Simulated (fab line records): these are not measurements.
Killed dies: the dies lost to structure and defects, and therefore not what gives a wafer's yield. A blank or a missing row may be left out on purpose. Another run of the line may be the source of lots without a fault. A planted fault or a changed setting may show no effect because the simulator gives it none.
Struck lot and sound lot, side by side || flow sky130 || 43 out of 708 route steps
Sound: the wafers L763.2, L763.5, L763.6. Struck: wafer L774.5 (L774.1, L774.2, from the same lot, were not struck and are left out); the cause is given at the end.
Each step with rows lists, per side, the tool, then ch with its chambers, then its first start. Under that, the readings that differ: sound wafers || struck wafers || difference of the means || sigmas: that difference in standard deviations of wafers without a fault.
alike: readings with means less than 2 such deviations apart, plus words and numbers identical on both sides. not compared: withheld readings, readings lacking a value on some wafer, bounds such as >300 that could conceal the same value, and numbers that have no deviation in the record and whose values overlap.
Wherever a step has rows on one side only, a row that says differs or no value, or a row with sigmas, the two part there. Numbers that don't overlap but have no deviation are shown without sigmas and don't part them. A reading missing from all wafers of one side parts the sides only when that side holds two or more wafers.

SKY_VIA3_CD_MEAS_12: target cd 200 nm.
  sound: cdSem-01 at day 39 19:25; struck: cdSem-02 at day 43 00:53
{"reading": "cdNm (nm)", "sound": "202.3 202.5 201.8", "struck": 199.7, "difference": -2.5, "sigmas": -2}
SKY_VIA3_OVL_MEAS_13:
  sound: overlay-02 at day 39 19:31; struck: overlay-02 at day 43 01:00
  alike: VIA3_OVL
then, 2 steps without rows for these wafers: SKY_VIA3_ETCH_14 (etches BARC in N2/H2, stops on SiO2, time 45.9 s, target depth 60 nm); SKY_VIA3_ETCH_15 (etches SiO2 in C4F8/O2/Ar, stops on TiN, target depth 507 nm, time 78 s).
SKY_VIA3_STRIP_16: strips in O2/N2.
  sound on plasmaAsher-01 ch 0,1, day 39 19:39; struck on plasmaAsher-02 ch 0, day 43 01:08
  alike: drypumpMotorCurrentA, oesProductAu, stripTimeToEndpointS
  not compared: rfHoursCounterH
then, 4 steps without rows for these wafers: SKY_VIA3_STRIP_17 (strips in post etch residue remover, time 1200 s); SKY_VIA3_CLEAN_18 (cleans in IPA, time 180 s); SKY_VIA3_CLEAN_19 (cleans in O3/DIW); SKY_VIA3_SPUTTER_20 (material TiN, target thk 20 nm, time 80 s).
SKY_VIA3_CVD_21: deposits W, target thk 390 nm, time 117.31 s.
  sound on cvdW-01 ch 0,1, day 39 20:19; struck on cvdW-01 ch 1, day 43 01:48
  alike: chamberPressureTorr, heaterPowerW
  not compared: sinceWetCleanH
SKY_VIA3_RS_MEAS_22: uses a four-point probe to measure.
  sound: filmMetro-03 at day 39 20:27; struck: filmMetro-01 at day 43 01:56
  alike: VIA3_W_RS
SKY_VIA3_THK_MEAS_23: measures by xrf.
  sound: filmMetro-03 at day 39 20:34; struck: filmMetro-01 at day 43 02:03
  alike: VIA3_W_THK
SKY_VIA3_CMP_24: polishes, stops on SiO2, t overpolish 20 s, target thk 0 nm.
  sound on cmp-01 ch 2,3, day 39 20:37; struck on cmp-01 ch 0, day 43 02:13
  alike: motorCurrentA, overpolishRunS, retainingRingPressureFrac, timeToEndpointS
then, 1 step without rows for these wafers: SKY_METAL4_SPUTTER_00 (material Ti, target thk 15 nm, time 10 s).
SKY_METAL4_SPUTTER_01: material TiN, target thk 20 nm, time 16.7 s.
  sound: pvdSputter-04 at day 39 20:56; struck: pvdSputter-03 at day 43 02:26
  alike: throttleValvePct
then, 2 steps without rows for these wafers: SKY_METAL4_SPUTTER_02 (material AlCu, target thk 735 nm, time 39.1 s); SKY_METAL4_SPUTTER_03 (material Ti, target thk 5 nm, time 3.3 s).
SKY_METAL4_SPUTTER_04: material TiN, target thk 70 nm, time 58.3 s.
  sound: pvdSputter-04 at day 39 21:01; struck: pvdSputter-03 at day 43 02:31
  alike: throttleValvePct
SKY_CAP2M_CVD_00: deposits SiO2, target thk 15.5 nm.
  sound on pecvd-03 ch 1,2, day 39 21:04; struck on pecvd-03 ch 2, day 43 02:34
  alike: heaterPowerW
SKY_CAP2M_THK_MEAS_01:
  sound: filmMetro-04 at day 39 21:07; struck: filmMetro-03 at day 43 02:35
  alike: CAP2M_CVD_00_THK
then, 1 step without rows for these wafers: SKY_CAP2M_SPUTTER_02 (material TiN, target thk 200 nm, time 166.7 s).
SKY_CAP2M_RS_MEAS_03: uses a four-point probe to measure.
  sound: filmMetro-03 at day 39 21:17; struck: filmMetro-02 at day 43 02:45
{"reading": "CAP2M_TIN_RS (ohm/sq)", "sound": "7.00 7.02 6.94", "struck": 6.83, "difference": -0.16, "sigmas": -2}
SKY_CAP2M_THK_MEAS_04: measures by xrf.
  sound: filmMetro-03 at day 39 21:24; struck: filmMetro-02 at day 43 02:52
{"reading": "CAP2M_TIN_THK (nm)", "sound": "194.6 192.8 196.0", "struck": 202.2, "difference": "+7.7", "sigmas": "+4"}
then, 7 steps without rows for these wafers: SKY_CAP2M_DEHYDRATE_05 (time 60 s); SKY_CAP2M_HMDS_06 (prime time 60 s); SKY_CAP2M_COAT_07 (resist thk 1140 nm); SKY_CAP2M_SOFTBAKE_08 (time 60 s); SKY_CAP2M_EXPOSE_09 (exposes mask CAP2M, target cd 1000 nm); SKY_CAP2M_PEB_10; SKY_CAP2M_DEVELOP_11 (develop time 60 s).
SKY_CAP2M_OVL_MEAS_12:
  sound: overlay-01 at day 40 21:37; struck: overlay-02 at day 44 01:12
  alike: CAP2M_OVL
then, 11 steps without rows for these wafers: SKY_CAP2M_METAL_ETCH_13 (etches TiN in Cl2/BCl3, stops on SiO2, target depth 220 nm, time 62.9 s); SKY_CAP2M_STRIP_14 (strips in O2/N2); SKY_CAP2M_STRIP_15 (strips in post etch residue remover, time 1200 s); SKY_CAP2M_CLEAN_16 (cleans in IPA, time 180 s); SKY_CAP2M_CLEAN_17 (cleans in O3/DIW); SKY_METAL4_DEHYDRATE_05 (time 60 s); SKY_METAL4_HMDS_06 (prime time 60 s); SKY_METAL4_COAT_07 (resist thk 60 nm); SKY_METAL4_COAT_08 (resist thk 1140 nm); SKY_METAL4_SOFTBAKE_09 (time 90 s); SKY_METAL4_EXPOSE_10 (exposes mask MM4, target cd 300 nm).
-- the record jumps here: 5 days lie between the struck wafers' starts before and after (it left off in module METAL4 and takes up again in module PAD_OPEN, whose first step shown is number 708 of the route) --
SKY_PAD_OPEN_PROBE_99:
  sound: prober-02 at day 45 22:12; struck: prober-01 at day 48 15:13
{"reading": "hold", "sound": "- - -", "struck": "awaitDispo/1.3h/release", "difference": "no value on the sound wafers", "sigmas": ""}
{"reading": "defectLimitedYield (%)", "sound": "83.9 81.5 83.7", "struck": 29.5, "difference": -53.5, "sigmas": -30}
{"reading": "killed_at_M0_to_M3", "sound": "32 54 50", "struck": 324, "difference": "+279", "sigmas": "+40"}
{"reading": "killedAtContacts", "sound": "31 23 16", "struck": 11, "difference": -12, "sigmas": -2}
{"reading": "killedDies", "sound": "79 91 80", "struck": 347, "difference": "+264", "sigmas": "+29"}
{"reading": "killedOnRim", "sound": "15 21 14", "struck": 70, "difference": "+53", "sigmas": "+15"}
{"reading": "killedOpen", "sound": "44 50 41", "struck": 20, "difference": -25, "sigmas": -4}
{"reading": "sort_bin_3_pad_short (%)", "sound": "0.8 1.4 0.2", "struck": 6.1, "difference": "+5.3", "sigmas": "+12"}
{"reading": "sort_bin_5_function (%)", "sound": "8.7 10.6 10.4", "struck": 47.0, "difference": "+37.1", "sigmas": "+27"}
{"reading": "sort_bin_6_memory (%)", "sound": "6.5 6.5 5.7", "struck": 17.5, "difference": "+11.3", "sigmas": "+10"}
{"reading": "sortNPass", "sound": "413 401 412", "struck": 145, "difference": -264, "sigmas": -29}
{"reading": "sortYieldPct (%)", "sound": "83.9 81.5 83.7", "struck": 29.5, "difference": -53.5, "sigmas": -30}
{"reading": "model.etest.tester.sortNPass", "sound": "413 401 412", "struck": 145, "difference": -264, "sigmas": ""}
{"reading": "model.etest.tester.sortYieldPct (%)", "sound": "83.94 81.5 83.74", "struck": 29.47, "difference": -53.59, "sigmas": ""}
{"reading": "model.etest.tester.sort_bin_5_pct (%)", "sound": "8.74 10.57 10.37", "struck": 46.95, "difference": "+37.06", "sigmas": ""}
{"reading": "model.etest.tester.sort_bin_6_pct (%)", "sound": "6.504 6.504 5.691", "struck": 17.48, "difference": "+11.25", "sigmas": ""}
{"reading": "model.etest.tester.sort_bin_3_pct (%)", "sound": "0.813 1.423 0.2033", "struck": 6.098, "difference": "+5.285", "sigmas": ""}
  alike: killed_at_M4_up, killedAtFrontEnd, killedAtOther, killedShort

WHERE THEY PART
Last at SKY_PAD_OPEN_PROBE_99 as far as this record goes, first at SKY_VIA3_CD_MEAS_12.

WHY: what the simulator had put in
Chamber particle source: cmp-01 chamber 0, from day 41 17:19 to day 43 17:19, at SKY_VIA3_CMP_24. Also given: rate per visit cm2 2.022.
